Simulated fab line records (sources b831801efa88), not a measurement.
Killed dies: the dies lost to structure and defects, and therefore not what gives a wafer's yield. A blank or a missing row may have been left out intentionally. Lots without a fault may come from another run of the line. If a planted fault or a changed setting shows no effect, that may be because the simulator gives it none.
Code-filled problem report in 8D (eight disciplines) form + flow sky130 + the parts of the form that need people (team, actions taken, sign-off) are left out

== 1. THE ISSUE ==
Wafers without a fault read 36.86 s, standard deviation 0.093; strip-time-to-endpoint-s at SKY_NWELL_STRIP_25 reads a mean of 12.88 s on 6 wafers belonging to 2 lots. So: -99 or more standard deviations from the usual mean.
The step: strips in O2/N2.
Seen first at day 8 15:01 on plasma-asher-03, wafer L651.4. The record holds 36 wafers of 12 lots with a number at this step. The rule behind "out" and "out of limits": a value lying over 4 standard deviations away from the usual mean. All remaining wafers that have a number are taken as sound.

== 2. WHAT IT IS, AND WHAT IT ISN'T ==
| question                    | is                               | is not                                                                          |
|-----------------------------|----------------------------------|---------------------------------------------------------------------------------|
| which readings at this step | strip-time-to-endpoint-s         | drypump-motor-current-A                                                         |
| which lots                  | L651, L653                       | L642, L643, L644, L645, L647, L649, L650, L657, L658, L660                      |
| which wafers of those lots  | all that have a number           | -                                                                               |
| read on which tools         | plasma-asher-02, plasma-asher-03 | plasma-asher-04                                                                 |
| when                        | from day 8 15:01                 | up to then (21 sound wafers); but 9 sound wafers of L657, L658, L660 came after |

== 3. WHAT RULES OUT EACH SUSPECT ==
Counting: a tool at a process step up to the reading stays a suspect if it ran every lot that is out and no sound lot after the first of them.
- litho-track-03 at SKY_NWELL_COAT_18 (resist thk 3000 nm): kept. All lots that are out passed through it, beginning with L651 at day 8 03:44, and no sound lot followed; its final sound lot before that point was L649 at day 7 16:04.
The count leaves litho-track-03 at SKY_NWELL_COAT_18.

== 4. THE CAUSE (what the simulator had put in) ==
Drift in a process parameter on litho-track-03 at SKY_NWELL_COAT_18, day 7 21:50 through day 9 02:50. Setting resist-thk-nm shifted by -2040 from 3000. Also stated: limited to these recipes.
Counting left only this tool.

== 5. THE EFFECT CHAIN, in route order ==
Each row: a reading whose mean over the struck wafers that have a number lies more than 3 standard deviations from the usual. Only readings for which the record gives a usual standard deviation are gone through. hours: the time from each lot's start at the first step in this table that gives one to its start at this step, as a median over the lots. sigmas: the change in usual standard deviations.
| hours | step               | reading                  | usual   | on struck wafers | change | sigmas      |
|-------|--------------------|--------------------------|---------|------------------|--------|-------------|
| 0     | SKY_NWELL_STRIP_25 | strip-time-to-endpoint-s | 36.86 s | 12.88            | -23.98 | -99 or more |
The process steps in it:
- SKY_NWELL_STRIP_25: strips in O2/N2.
Later measuring or inspecting steps at which every struck wafer that the step has a row for has a number for every such reading, and none has moved that far: SKY_NWELL_TW_MEAS_26.

== 6. HOW IT WOULD HAVE BEEN CAUGHT EARLIER ==
17 hours passed between the start of the fault at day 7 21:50 and the first reading out of limits in this record, taken at day 8 15:01.
Lots out: 2; all had begun SKY_NWELL_COAT_18 on litho-track-03 by day 8 15:01. Holding the tool at that point would not have protected any of them.
